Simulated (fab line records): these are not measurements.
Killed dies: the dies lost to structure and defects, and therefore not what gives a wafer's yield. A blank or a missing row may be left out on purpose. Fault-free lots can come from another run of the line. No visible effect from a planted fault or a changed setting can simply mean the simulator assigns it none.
Chamber matching / flow sky130 / SKY_VIA1_CMP_24 on cmp-01: 4 sister chambers
The step polishes, stops on SiO2, t overpolish 15 s, target thk 0 nm. 18 wafers are shown with their chamber, then 9 later ones without.

WAFERS, EACH WITH ITS CHAMBER
wafer=L080.1; chamber=2; motor_current_A (A)=11.2; time_to_endpoint_s (s)=67; overpolish_run_s (s)=15.021
wafer=L080.3; chamber=1; motor_current_A (A)=11.3; time_to_endpoint_s (s)=61; overpolish_run_s (s)=15.004
wafer=L080.5; chamber=2; motor_current_A (A)=11.2; time_to_endpoint_s (s)=67; overpolish_run_s (s)=15.006
wafer=L081.1; chamber=3; motor_current_A (A)=10.3; time_to_endpoint_s (s)=65; overpolish_run_s (s)=14.994
wafer=L081.2; chamber=1; motor_current_A (A)=11.3; time_to_endpoint_s (s)=63; overpolish_run_s (s)=15.003
wafer=L081.3; chamber=0; motor_current_A (A)=9.7; time_to_endpoint_s (s)=65; overpolish_run_s (s)=15.008
wafer=L082.1; chamber=2; motor_current_A (A)=11.3; time_to_endpoint_s (s)=69; overpolish_run_s (s)=14.974
wafer=L082.2; chamber=0; motor_current_A (A)=9.4; time_to_endpoint_s (s)=62; overpolish_run_s (s)=15.000
wafer=L082.3; chamber=1; motor_current_A (A)=12.0; time_to_endpoint_s (s)=62; overpolish_run_s (s)=15.004
wafer=L084.1; chamber=3; motor_current_A (A)=10.2; time_to_endpoint_s (s)=64; overpolish_run_s (s)=15.005
wafer=L084.3; chamber=1; motor_current_A (A)=11.5; time_to_endpoint_s (s)=62; overpolish_run_s (s)=15.007
wafer=L084.4; chamber=0; motor_current_A (A)=10.0; time_to_endpoint_s (s)=59; overpolish_run_s (s)=14.999
wafer=L085.2; chamber=2; motor_current_A (A)=11.2; time_to_endpoint_s (s)=64; overpolish_run_s (s)=14.986
wafer=L085.3; chamber=1; motor_current_A (A)=11.7; time_to_endpoint_s (s)=60; overpolish_run_s (s)=15.011
wafer=L085.4; chamber=3; motor_current_A (A)=10.2; time_to_endpoint_s (s)=61; overpolish_run_s (s)=15.002
wafer=L087.2; chamber=2; motor_current_A (A)=11.0; time_to_endpoint_s (s)=66; overpolish_run_s (s)=15.004
wafer=L087.3; chamber=0; motor_current_A (A)=10.2; time_to_endpoint_s (s)=58; overpolish_run_s (s)=15.002
wafer=L087.5; chamber=2; motor_current_A (A)=10.7; time_to_endpoint_s (s)=65; overpolish_run_s (s)=14.997

SIGNATURES, as means of the wafers listed above
reading=motor_current_A; chamber 0=9.825; chamber 1=11.560; chamber 2=11.100; chamber 3=10.233; scatter within a chamber=0.263
reading=time_to_endpoint_s; chamber 0=61.00; chamber 1=61.60; chamber 2=66.33; chamber 3=63.33; scatter within a chamber=2.06
reading=overpolish_run_s; chamber 0=15.00225; chamber 1=15.00580; chamber 2=14.99800; chamber 3=15.00033; scatter within a chamber=0.0104
Rule: for each reading, subtract the chamber's mean from the wafer's reading, divide by that reading's scatter and square the result; add these up over the readings and take the root, which gives the wafer's distance from the chamber. The wafer belongs to the nearest chamber; if the next one is less than 2 further off, it can't be placed. The scatter: take each reading less its chamber's mean, square it, sum over the shown wafers, divide by the number of wafers less the number of chambers, and take the root.

WAFERS WITHOUT THEIR CHAMBER
wafer=L091.1; motor_current_A (A)=9.7; time_to_endpoint_s (s)=67; overpolish_run_s (s)=14.994
wafer=L091.4; motor_current_A (A)=10.3; time_to_endpoint_s (s)=60; overpolish_run_s (s)=14.992
wafer=L091.5; motor_current_A (A)=9.8; time_to_endpoint_s (s)=62; overpolish_run_s (s)=15.001
wafer=L092.1; motor_current_A (A)=10.2; time_to_endpoint_s (s)=65; overpolish_run_s (s)=15.006
wafer=L092.5; motor_current_A (A)=9.9; time_to_endpoint_s (s)=57; overpolish_run_s (s)=15.004
wafer=L092.6; motor_current_A (A)=11.7; time_to_endpoint_s (s)=55; overpolish_run_s (s)=15.005
wafer=L093.2; motor_current_A (A)=11.7; time_to_endpoint_s (s)=67; overpolish_run_s (s)=14.989
wafer=L093.3; motor_current_A (A)=11.7; time_to_endpoint_s (s)=57; overpolish_run_s (s)=15.002
wafer=L093.5; motor_current_A (A)=11.1; time_to_endpoint_s (s)=63; overpolish_run_s (s)=15.008

WHICH CHAMBER EACH ONE RAN IN
wafer=L091.1; from the rows above=can't be placed: 3 or 0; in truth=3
wafer=L091.4; from the rows above=can't be placed: 3 or 0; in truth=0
wafer=L091.5; from the rows above=can't be placed: 0 or 3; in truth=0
wafer=L092.1; from the rows above=can't be placed: 3 or 0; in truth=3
wafer=L092.5; from the rows above=can't be placed: 0 or 3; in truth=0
wafer=L092.6; from the rows above=1; in truth=1
wafer=L093.2; from the rows above=can't be placed: 2 or 1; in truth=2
wafer=L093.3; from the rows above=1; in truth=1
wafer=L093.5; from the rows above=can't be placed: 2 or 1 or 3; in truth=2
Correct placement for 2 of the 9. Unplaceable from these rows: 7, with the true chamber sitting among the candidates in 7. Wrongly placed: 0.
